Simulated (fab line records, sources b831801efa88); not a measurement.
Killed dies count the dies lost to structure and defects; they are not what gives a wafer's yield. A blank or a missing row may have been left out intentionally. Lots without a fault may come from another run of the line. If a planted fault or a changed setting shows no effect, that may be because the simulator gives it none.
One fault seen from 2 desks	flow gf180mcu	each desk has only its own numbers; what lay behind them comes last

AT THE METROLOGY DESK
What the gauges read, lot by lot, whatever tool the lot ran on: means of the sampled wafers that have a number. If a lot's mean is further than 4 standard deviations from the usual mean, the lot is out of limits and carries the mark OUT (the distance appears in the brackets).
Columns: A = V5_W_RS at GF_V5_RS_MEAS_24, usual 0.326 ohm/sq
lot	first seen here	A
L942	day 27 14:26	0.322
L943	day 27 20:29	0.323
L944	day 28 02:55	0.323
L946	day 28 22:18	0.327
L947	day 29 00:36	0.324
L949	day 29 17:53	0.333
L950	day 30 02:07	0.324
L951	day 30 08:58	0.323
L953	day 30 21:25	0.328
L954	day 31 09:26	0.327
L960	day 32 20:08	0.332
L963	day 33 08:04	0.327
L964	day 33 11:27	0.327
This desk found nothing out of limits on any of the 13 lots.

AT THE TOOL OWNER'S DESK: pecvd-01
The tool's own readings at GF_V2_CVD_02 (deposits SiO2 from TEOS, target thk 850 nm, time 94.851 s): means of the sampled wafers that have a number, for each lot that ran on this tool. If a lot's mean is further than 4 standard deviations from the usual mean, the lot is out of limits and carries the mark OUT (the distance appears in the brackets).
Columns: A = heaterPowerW at GF_V2_CVD_02, usual 704 W
lot	first seen here	A
L943	day 19 23:10	865
L947	day 21 09:43	774
L949	day 22 05:22	724
L950	day 22 15:37	771
L951	day 23 00:59	710
L954	day 24 07:44	758
This desk found nothing out of limits on any of the 6 lots.

BROUGHT TOGETHER
Nothing out of limits was seen by the metrology desk.
The tool owner's desk saw nothing out of limits.

WHAT THE SIMULATOR HAD INSERTED
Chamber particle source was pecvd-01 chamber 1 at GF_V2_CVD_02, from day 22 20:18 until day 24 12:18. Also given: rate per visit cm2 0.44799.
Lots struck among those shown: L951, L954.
